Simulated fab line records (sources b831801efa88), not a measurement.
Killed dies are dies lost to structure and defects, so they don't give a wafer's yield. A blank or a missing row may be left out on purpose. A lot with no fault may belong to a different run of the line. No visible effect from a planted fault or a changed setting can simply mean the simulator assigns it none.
Matching of chambers	flow gf180mcu	4 sister chambers for GF_STI_ETCH_13 on rie-diel-02
The step etches the open film in CHF3/O2, stops on Si, target depth 282.31 nm, time 112.9 s. 4 wafers are shown with their chamber, then 7 later ones without.

== WAFERS PAIRED WITH THEIR CHAMBERS ==
wafer	chamber	bias-w (W)
L505.1	1	200.3
L505.5	2	199.6
L506.1	0	200.3
L506.3	3	199.7

== WAFERS MISSING THEIR CHAMBER ==
wafer	bias-w (W)
L506.5	199.7
L510.3	200.2
L510.4	200.5
L510.6	200.8
L511.1	200.5
L511.2	199.9
L511.5	199.5

== THE CHAMBER EACH PASSED THROUGH ==
wafer	from the rows above	in truth
L506.5	can't be placed: 3 or 2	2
L510.3	can't be placed: 0 or 1 or 3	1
L510.4	can't be placed: 0 or 1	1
L510.6	can't be placed: 0 or 1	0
L511.1	can't be placed: 0 or 1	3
L511.2	can't be placed: 3 or 2 or 0 or 1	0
L511.5	can't be placed: 2 or 3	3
0 of 7 placed correctly. Can't be placed from these rows: 7 (the true chamber is among the candidates in 6). Placed wrongly: 0.
How it was worked out, from the rows above alone: a wafer's distance from a chamber is the root of the sum, over the readings, of the square of ((its reading less the chamber's mean) divided by the reading's scatter). If the next closest chamber is less than 2 further off than the closest, the wafer can't be placed; otherwise it belongs to the closest. Each chamber's mean is taken over the wafers shown for it. The scatter (one wafer shown for each chamber): square how far every hidden wafer sits from the nearest shown wafer, average those squares and take the square root.
